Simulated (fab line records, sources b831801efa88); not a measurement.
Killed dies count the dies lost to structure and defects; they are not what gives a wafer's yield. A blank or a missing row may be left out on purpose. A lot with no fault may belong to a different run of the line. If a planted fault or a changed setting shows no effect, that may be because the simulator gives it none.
Code-filled problem report in 8D (eight disciplines) form | flow gf180mcu | the parts of the form that need people (team, actions taken, sign-off) are left out

== 1. WHAT WENT WRONG ==
Wafers without a fault read 160.02 C with a standard deviation of 0.14, while temp-c at GF_STI_WET_ETCH_17 averages 158.75 C across 3 wafers of 1 lot. Relative to the usual mean, that is a shift of -9.1 standard deviations.
The step: etches Si3N4 in H3PO4, target depth 45 nm, time 514 s.
Seen first at day 6 03:55 on wet-bench-01, wafer L214.1. The record holds 39 wafers of 13 lots with a number at this step. Rule for "out", or "out of limits": more than 4 standard deviations from the usual mean. Any other wafer with a number is counted as sound.

== 2. WHAT THIS IS AND IS NOT ==
question                    | is                     | is not
which readings at this step | temp-c                 | -
which lots                  | L214                   | L195, L196, L200, L201, L204, L205, L207, L208, L209, L210, L213, L215
which wafers of those lots  | all that have a number | -
read on which tools         | wet-bench-01           | wet-bench-03, wet-bench-04
when                        | from day 6 03:55       | up to then (33 sound wafers); but 3 sound wafers of L215 came after

== 3. THE SUSPECTS, EACH WITH WHAT RULES IT OUT ==
Counting: a tool stays on the suspect list if, at a process step up to the reading, it processed all lots that are out and no sound lot following the first of them.
- wet-bench-01 at GF_STI_WET_ETCH_17 (etches Si3N4 in H3PO4, target depth 45 nm, time 514 s): kept. It ran the lot that is out, L214 (day 6 03:55), and no sound lot after that; its last sound lot up to then is L210 (day 5 06:46). Its own temp-c readings are out on those wafers.
The count leaves wet-bench-01 at GF_STI_WET_ETCH_17.

== 4. THE CAUSE (what the simulator had put in) ==
wet-bench-01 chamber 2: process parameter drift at GF_STI_WET_ETCH_17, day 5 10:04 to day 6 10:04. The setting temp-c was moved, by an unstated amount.
This tool alone remained once counting was done.

== 5. THE CHAIN OF EFFECTS, in route order ==
Each row: a reading whose mean over the struck wafers that have a number lies more than 3 standard deviations from the usual. Only readings for which the record gives a usual standard deviation are gone through. hours: the time from each lot's start at the first step in this table that gives one to its start at this step, as a median over the lots. sigmas: the change in usual standard deviations.
hours | step               | reading | usual    | on struck wafers | change | sigmas
0     | GF_STI_WET_ETCH_17 | temp-c  | 160.02 C | 158.75           | -1.27  | -9.1
Its process steps:
- GF_STI_WET_ETCH_17: etches Si3N4 in H3PO4, target depth 45 nm, time 514 s.
At these later measuring or inspecting steps, every struck wafer for which the step has a row has a number for every such reading, and none has moved that far: GF_V1_OVL_MEAS_15, GF_M2_CD_MEAS_14.

== 6. WHAT WOULD HAVE CAUGHT IT SOONER ==
In this record no reading fell out of limits until day 6 03:55, 18 hours after the fault had begun at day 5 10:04.
